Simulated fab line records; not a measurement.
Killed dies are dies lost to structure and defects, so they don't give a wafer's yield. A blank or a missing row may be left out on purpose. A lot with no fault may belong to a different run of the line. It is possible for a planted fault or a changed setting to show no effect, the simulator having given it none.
One fault through the eyes of 2 desks ; flow gf180mcu ; only its own numbers are on each desk; what lay behind them is given at the end

== DESK OF THE TOOL OWNER: lpcvd-02 ==
The tool's own readings at GF_HV_LDD_CVD_54 (deposits SiO2 from TEOS, target thk 10 nm, time 75 s): means of the sampled wafers that have a number, for each lot that ran on this tool. Any lot whose mean is over 4 standard deviations away from the usual mean is out of limits and marked OUT; that distance is given in the brackets.
Columns: A = pressure_mtorr at GF_HV_LDD_CVD_54, usual 400.0 mTorr; B = spike_tc_centre_C at GF_HV_LDD_CVD_54, usual 679.0 C; C = susceptor_temp_C at GF_HV_LDD_CVD_54, usual 679.96 C; D = zone_power_centre_pct at GF_HV_LDD_CVD_54, usual 10.9 %
lot;first seen here;A;B;C;D
L974;day 12 09:44;399.4;678.9;680.06;9.9
L975;day 12 18:11;400.6;679.9;680.00;12.3
L976;day 13 01:51;399.2;678.7;679.89;12.4
L979;day 13 20:59;400.9;679.8;680.21;12.3
L985;day 16 04:18;400.4;678.3;679.90;9.9
L995;day 19 13:35;400.5;678.7;679.93;9.9
L996;day 19 21:21;399.1;679.6;679.78;9.9
This desk's finding: nothing out of limits on any of the 7 lots.

== METROLOGY DESK ==
What the gauges read for every lot (on any tool): the sampled wafers with a number, averaged. Any lot whose mean is over 4 standard deviations away from the usual mean is out of limits and marked OUT; that distance is given in the brackets.
Columns: A = HV_LDD_CVD_54_THK at GF_HV_LDD_THK_MEAS_55, usual 10.03 nm; B = cd_nm at GF_PSD_CD_MEAS_07, usual 399.5 nm; C = SAB_OVL at GF_SAB_OVL_MEAS_10, usual 0.8 nm
lot;first seen here;A;B;C
L974;day 12 10:46;10.27;399.0;1.5
L975;day 12 19:13;10.17;398.2;-0.3
L976;day 13 03:23;9.95;397.6;-0.2
L979;day 13 22:01;10.00;401.6;-1.8
L984;day 15 16:47;9.97;397.0;1.8
L985;day 16 06:37;7.26 (-20) OUT;399.0;0.8
L987;day 17 05:32;10.29;398.8;-0.7
L988;day 17 07:10;10.13;401.3;-0.7
L994;day 19 04:59;10.16;402.1;2.6
L995;day 19 14:36;9.83;399.7;0.9
L996;day 19 22:53;9.86;397.3;1.4
L997;day 20 09:38;10.09;399.0;1.0
Finding of this desk: L985 out of limits, first seen on L985 at day 16 06:37 (HV_LDD_CVD_54_THK at GF_HV_LDD_THK_MEAS_55). Within limits: L974, L975, L976, L979, L984, L987, L988, L994, L995, L996, L997.

== PUT TOGETHER ==
L985 would have let the metrology desk raise an alarm at day 16 06:37.
Nothing out of limits was seen by the tool owner's desk.
On record at the tool owner's desk: L985, within its limits.
Every lot named ran GF_HV_LDD_CVD_54 on lpcvd-02.

== WHAT THE SIMULATOR PUT IN ==
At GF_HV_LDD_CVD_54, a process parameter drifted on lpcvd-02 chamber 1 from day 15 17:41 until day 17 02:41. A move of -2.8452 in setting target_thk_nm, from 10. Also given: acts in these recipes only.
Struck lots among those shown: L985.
Delay in hours, fault start to first out-of-limits reading, per desk: metrology desk 13.
